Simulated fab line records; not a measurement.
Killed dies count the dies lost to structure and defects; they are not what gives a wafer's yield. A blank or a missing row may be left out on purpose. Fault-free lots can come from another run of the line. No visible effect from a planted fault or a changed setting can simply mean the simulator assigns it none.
Comparing a struck lot with a sound one / flow sky130 / 15 steps out of a route of 708
Sound: these wafers, L709.2, L709.3, L709.6. Wafers L717.1, L717.3, L717.5 were the ones struck. The cause is named last.
At each step with rows: each side's tool, then ch and its chambers, then its first start. Under that, the readings that differ: sound wafers / struck wafers / difference of the means / sigmas: that difference in standard deviations of wafers without a fault.
alike: same words and numbers on both sides, and readings whose means sit less than 2 such deviations apart. not compared: any withheld reading, any reading some wafer has no value for, any bound like >300 that may hide the same value, and any number with overlapping values for which the record gives no deviation.
A row with sigmas, a row that says differs or no value, or rows on one side alone: a step with any of these is where the two part. When numbers do not overlap yet have no deviation, they are printed without sigmas and do not part them. Lack of a reading on every wafer of one side parts them only where that side has two or more wafers.

SKY_VIA4_THK_MEAS_01:
  sound: film-metro-01 at day 44 17:54; struck: film-metro-04 at day 46 23:04
  alike: VIA4_HDPCVD_THK
SKY_VIA4_CMP_02: polishes SiO2.
  sound on cmp-02 ch 0,1, day 44 17:57; struck on cmp-01 ch 0,1,3, day 46 23:11
  alike: motor-current-A
SKY_VIA4_BOW_MEAS_03:
  sound: film-metro-01 at day 44 18:16; struck: film-metro-04 at day 46 23:26
  alike: VIA4_BOW
then, 7 steps without rows for these wafers: SKY_VIA4_DEHYDRATE_04 (time 60 s); SKY_VIA4_HMDS_05 (prime time 60 s); SKY_VIA4_COAT_06 (resist thk 1140 nm); SKY_VIA4_SOFTBAKE_07 (time 60 s); SKY_VIA4_EXPOSE_08 (exposes mask VIM4, target cd 800 nm); SKY_VIA4_PEB_09; SKY_VIA4_DEVELOP_10 (develop time 60 s).
SKY_VIA4_OVL_MEAS_11:
  sound: overlay-02 at day 45 15:57; struck: overlay-01 at day 47 18:47
  alike: VIA4_OVL
SKY_VIA4_ETCH_12: etches SiO2 in C4F8/O2/Ar, stops on TiN, target depth 580 nm.
  sound on rie-diel-02 ch 0,1,3, day 45 15:59; struck on rie-diel-01 ch 1,2, day 47 18:50
  alike: oes-product-au
SKY_VIA4_STRIP_13: strips in O2/N2.
  sound on plasma-asher-03 ch 0,1, day 45 16:03; struck on plasma-asher-02 ch 1, day 47 18:54
  no value came back on the struck wafers for chamber-pressure-mTorr (mTorr), drypump-motor-current-A (A), oes-product-au (a.u.), strip-time-to-endpoint-s (s); on the sound wafers chamber-pressure-mTorr (mTorr) reads 1498.1 1499.0 1498.1
reading=model.NOVOLAK_of_VIA4_COAT_06.thk-nm (nm); sound=0 0 0; struck=1010 1011 1013; difference=+1011; sigmas=
  not compared: rf-hours-counter-h
then, 1 step without rows for these wafers: SKY_VIA4_STRIP_14 (strips in post etch residue remover, time 1200 s).
-- the record jumps here: 2 days lie between the struck wafers' starts before and after (it left off in module VIA4 and takes up again in module PAD_OPEN, whose first step shown is number 708 of the route) --
SKY_PAD_OPEN_PROBE_99:
  sound: prober-01 at day 48 07:52; struck: prober-01 at day 50 05:18
reading=defect-limited-yield (%); sound=86.2 82.5 84.3; struck=0.2 0.4 0.6; difference=-83.9; sigmas=-42
reading=killed_at_M0_to_M3; sound=31 55 30; struck=5 13 3; difference=-32; sigmas=-4
reading=killed_at_M4_up; sound=2 2 2; struck=480 469 481; difference=+475; sigmas=+99 or more
reading=killed-at-contacts; sound=22 17 28; struck=4 4 4; difference=-18; sigmas=-4
reading=killed-at-front-end; sound=13 12 17; struck=2 4 1; difference=-12; sigmas=-3
reading=killed-dies; sound=68 86 77; struck=491 490 489; difference=+413; sigmas=+42
reading=killed-on-rim; sound=16 19 11; struck=96 96 96; difference=+81; sigmas=+20
reading=killed-open; sound=39 44 34; struck=6 14 5; difference=-31; sigmas=-4
reading=killed-short; sound=29 42 43; struck=6 7 4; difference=-32; sigmas=-5
reading=sort_bin_3_pad_short (%); sound=0.6 1.0 1.4; struck=27.6 27.4 24.6; difference=+25.5; sigmas=+67
reading=sort_bin_5_function (%); sound=8.9 10.6 8.7; struck=68.3 69.3 72.0; difference=+60.5; sigmas=+40
reading=sort_bin_6_memory (%); sound=4.3 5.9 5.5; struck=3.9 2.8 2.8; difference=-2.1; sigmas=-2
reading=sort-n-pass; sound=424 406 415; struck=1 2 3; difference=-413; sigmas=-42
reading=sort-yield-pct (%); sound=86.2 82.5 84.3; struck=0.2 0.4 0.6; difference=-83.9; sigmas=-42

== WHERE THEY PART ==
First at SKY_VIA4_STRIP_13; last, within this record, at SKY_PAD_OPEN_PROBE_99.

WHY: the cause the simulator had injected
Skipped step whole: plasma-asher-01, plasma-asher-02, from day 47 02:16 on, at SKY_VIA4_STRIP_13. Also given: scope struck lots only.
